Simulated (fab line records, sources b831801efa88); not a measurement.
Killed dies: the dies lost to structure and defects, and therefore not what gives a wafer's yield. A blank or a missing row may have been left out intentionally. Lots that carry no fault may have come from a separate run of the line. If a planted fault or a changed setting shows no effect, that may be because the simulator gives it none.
What tool caused it? / flow gf180mcu / Sampling: 6 lots, 18 wafers, 3 of 602 route steps

WHAT THE GAUGES READ, wafer by wafer
GF_V5_BOW_MEAS_05.
lot=L824; measured=day 26 11:17; on=film_metro-03; V5_BOW (um)=123 127 126
lot=L827; measured=day 27 18:44; on=film_metro-04; V5_BOW (um)=127 134 150
lot=L831; measured=day 28 19:26; on=film_metro-04; V5_BOW (um)=147 120 139
lot=L839; measured=day 31 10:20; on=film_metro-04; V5_BOW (um)=145 140 158
lot=L841; measured=day 31 17:23; on=film_metro-01; V5_BOW (um)=129 132 144
lot=L844; measured=day 32 16:49; on=film_metro-03; V5_BOW (um)=147 147 138

WHICH TOOL RAN EACH LOT (tool, then ch and the chambers of the sampled wafers, then the start)
lot=L824; GF_M4_METAL_ETCH_16=rie_metal-04 ch 0,1, day 23 14:33; GF_V5_CMP_04=cmp-02 ch 0,3, day 26 10:59
lot=L827; GF_M4_METAL_ETCH_16=rie_metal-01 ch 0, day 24 21:41; GF_V5_CMP_04=cmp-01 ch 0,1,2, day 27 18:32
lot=L831; GF_M4_METAL_ETCH_16=rie_metal-04 ch 0,1, day 26 03:04; GF_V5_CMP_04=cmp-02 ch 1,2, day 28 19:10
lot=L839; GF_M4_METAL_ETCH_16=rie_metal-04 ch 0, day 28 22:15; GF_V5_CMP_04=cmp-01 ch 2,3, day 31 09:58
lot=L841; GF_M4_METAL_ETCH_16=rie_metal-04 ch 0,1, day 29 06:41; GF_V5_CMP_04=cmp-02 ch 0,3, day 31 17:08
lot=L844; GF_M4_METAL_ETCH_16=rie_metal-04 ch 1, day 30 07:15; GF_V5_CMP_04=cmp-01 ch 0,1, day 32 16:34
- GF_M4_METAL_ETCH_16: etches the open film in Cl2/BCl3, stops on SiO2, target depth 627.5 nm, time 104.6 s.
- GF_V5_CMP_04: polishes SiO2.

THE ANSWER, worked out from the rows above alone
Rule: the usual values come from the lots themselves. The widest of any qualifying gaps counts: lots, ordered by their means at a reading, are off when they make up no more than a third of the lots, leave a main group of 4 or more, and stand apart from it by 3 or more times the standard deviation of that group's means. If all means in a main group match to the digits the tables above print for the reading, that group is not used. A lot without any number at a reading at which 4 lots or more have one is off too. All remaining lots with rows at the step are treated as sound.
No lot is off on any of the readings shown, so nothing can be concluded from this.

WHAT THE SIMULATOR HAD INSERTED
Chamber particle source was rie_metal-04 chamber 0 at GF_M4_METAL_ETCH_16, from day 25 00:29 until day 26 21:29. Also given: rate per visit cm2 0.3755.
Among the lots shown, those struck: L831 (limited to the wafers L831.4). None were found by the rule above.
